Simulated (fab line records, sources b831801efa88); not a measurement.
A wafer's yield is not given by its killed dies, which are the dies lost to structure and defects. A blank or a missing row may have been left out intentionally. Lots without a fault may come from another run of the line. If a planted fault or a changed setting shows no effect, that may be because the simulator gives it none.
Which tool is to blame? :: flow sky130 :: 13 lots, 39 wafers sampled, at 3 steps of a route of 708

== WHAT EACH GAUGE READ, for each wafer ==
SKY_POLY_GATE_THK_MEAS_01.
lot: L571
measured: day 14 13:46
on: film metro-02
POLY_GATE_CVD_00_THK (nm): 180.8 180.1 179.3

lot: L574
measured: day 15 13:25
on: film metro-04
POLY_GATE_CVD_00_THK (nm): 179.0 179.2 180.5

lot: L576
measured: day 16 12:41
on: film metro-01
POLY_GATE_CVD_00_THK (nm): 176.5 176.8 176.9

lot: L579
measured: day 17 09:17
on: film metro-04
POLY_GATE_CVD_00_THK (nm): 176.2 177.6 177.0

lot: L580
measured: day 17 13:47
on: film metro-01
POLY_GATE_CVD_00_THK (nm): 179.3 180.6 178.6

lot: L582
measured: day 18 16:40
on: film metro-04
POLY_GATE_CVD_00_THK (nm): 181.6 181.7 180.0

lot: L585
measured: day 19 10:07
on: film metro-01
POLY_GATE_CVD_00_THK (nm): 179.8 180.9 178.5

lot: L587
measured: day 20 03:49
on: film metro-02
POLY_GATE_CVD_00_THK (nm): 180.2 180.4 180.3

lot: L588
measured: day 20 09:02
on: film metro-01
POLY_GATE_CVD_00_THK (nm): 179.4 179.6 180.8

lot: L589
measured: day 20 23:16
on: film metro-04
POLY_GATE_CVD_00_THK (nm): 176.3 178.0 176.7

lot: L591
measured: day 21 04:17
on: film metro-02
POLY_GATE_CVD_00_THK (nm): 179.8 178.3 177.9

lot: L592
measured: day 21 21:03
on: film metro-02
POLY_GATE_CVD_00_THK (nm): 178.2 178.9 180.9

lot: L593
measured: day 22 01:47
on: film metro-01
POLY_GATE_CVD_00_THK (nm): 179.7 180.3 181.9

SKY_SD_P_OVL_MEAS_08.
lot: L571
measured: day 26 06:12
on: overlay-02
SD_P_OVL (nm): 2.2 -0.6 0.3

lot: L574
measured: day 27 02:53
on: overlay-01
SD_P_OVL (nm): -0.2 0.9 2.9

lot: L576
measured: day 28 00:56
on: overlay-02
SD_P_OVL (nm): 2.5 1.4 1.3

lot: L579
measured: day 28 23:59
on: overlay-01
SD_P_OVL (nm): 2.4 1.5 2.7

lot: L580
measured: day 29 03:57
on: overlay-02
SD_P_OVL (nm): 0.9 0.2 2.0

lot: L582
measured: day 30 06:22
on: overlay-02
SD_P_OVL (nm): 0.0 1.6 0.8

lot: L585
measured: day 31 00:33
on: overlay-01
SD_P_OVL (nm): -0.1 1.4 0.4

lot: L587
measured: day 31 10:44
on: overlay-01
SD_P_OVL (nm): 0.7 1.2 3.2

lot: L588
measured: day 31 16:22
on: overlay-01
SD_P_OVL (nm): 1.9 -0.3 1.0

lot: L589
measured: day 32 07:44
on: overlay-02
SD_P_OVL (nm): 2.6 1.1 0.3

lot: L591
measured: day 32 13:37
on: overlay-01
SD_P_OVL (nm): 1.3 4.8 2.2

lot: L592
measured: day 33 01:53
on: overlay-01
SD_P_OVL (nm): 3.9 1.2 4.1

lot: L593
measured: day 33 08:42
on: overlay-01
SD_P_OVL (nm): 1.0 1.8 2.2

== WHAT TOOL EACH LOT RAN ON (gives the tool, then ch and the chambers of the sampled wafers, and finally the start) ==
lot: L571
SKY_POLY_CUT_SOFTBAKE_04: litho track-04 ch 0, day 24 09:00

lot: L574
SKY_POLY_CUT_SOFTBAKE_04: litho track-03 ch 0, day 25 05:00

lot: L576
SKY_POLY_CUT_SOFTBAKE_04: litho track-04 ch 0, day 26 04:00

lot: L579
SKY_POLY_CUT_SOFTBAKE_04: litho track-04 ch 0, day 27 05:00

lot: L580
SKY_POLY_CUT_SOFTBAKE_04: litho track-01 ch 0, day 27 09:00

lot: L582
SKY_POLY_CUT_SOFTBAKE_04: litho track-03 ch 0, day 28 11:00

lot: L585
SKY_POLY_CUT_SOFTBAKE_04: litho track-01 ch 0, day 29 05:00

lot: L587
SKY_POLY_CUT_SOFTBAKE_04: litho track-01 ch 0, day 29 16:00

lot: L588
SKY_POLY_CUT_SOFTBAKE_04: litho track-01 ch 0, day 29 22:00

lot: L589
SKY_POLY_CUT_SOFTBAKE_04: litho track-04 ch 0, day 30 14:00

lot: L591
SKY_POLY_CUT_SOFTBAKE_04: litho track-03 ch 0, day 30 20:00

lot: L592
SKY_POLY_CUT_SOFTBAKE_04: litho track-04 ch 0, day 31 09:00

lot: L593
SKY_POLY_CUT_SOFTBAKE_04: litho track-04 ch 0, day 31 15:00
- SKY_POLY_CUT_SOFTBAKE_04: time 90 s.

== AS READ BY THE TOOLS THEMSELVES (means over the sampled wafers that have a number; for cases with no such wafer, the mark the record gives instead) ==
SKY_POLY_CUT_SOFTBAKE_04.
lot: L571
tool: litho track-04
run length s (s): 119.43

lot: L574
tool: litho track-03
run length s (s): 119.07

lot: L576
tool: litho track-04
run length s (s): 123.02

lot: L579
tool: litho track-04
run length s (s): 123.03

lot: L580
tool: litho track-01
run length s (s): 118.74

lot: L582
tool: litho track-03
run length s (s): 118.94

lot: L585
tool: litho track-01
run length s (s): 118.67

lot: L587
tool: litho track-01
run length s (s): 118.76

lot: L588
tool: litho track-01
run length s (s): 118.73

lot: L589
tool: litho track-04
run length s (s): 119.24

lot: L591
tool: litho track-03
run length s (s): 118.99

lot: L592
tool: litho track-04
run length s (s): 119.21

lot: L593
tool: litho track-04
run length s (s): 119.28

== THE ANSWER, worked out from the rows above alone ==
Rule: what is usual is taken from the lots themselves. The widest of any qualifying gaps counts: lots, ordered by their means at a reading, are off when they make up no more than a third of the lots, leave a main group of 4 or more, and stand apart from it by 3 or more times the standard deviation of that group's means. A main group is skipped when, at the precision printed for the reading in the tables above, its means are all equal. Also off: a lot with no number at a reading for which 4 or more lots have one. All remaining lots with rows at the step are treated as sound. The gauges are gone through in route order, then the tools' own readings, and for those a lot's mean is taken as printed above. At the first step where some lot is off, the reading lying furthest off is the one used; lots without a number count as furthest.
Off: L576, L579, at SKY_POLY_CUT_SOFTBAKE_04 (run length s). Mean 119.01 s and standard deviation 0.25 in the main group.
If a tool, at that step or one of the process steps before it, ran each lot that is off and ran no sound lot following the first of them, it fits. Of those tried, none fits.

== WHAT WAS PUT IN BY THE SIMULATOR ==
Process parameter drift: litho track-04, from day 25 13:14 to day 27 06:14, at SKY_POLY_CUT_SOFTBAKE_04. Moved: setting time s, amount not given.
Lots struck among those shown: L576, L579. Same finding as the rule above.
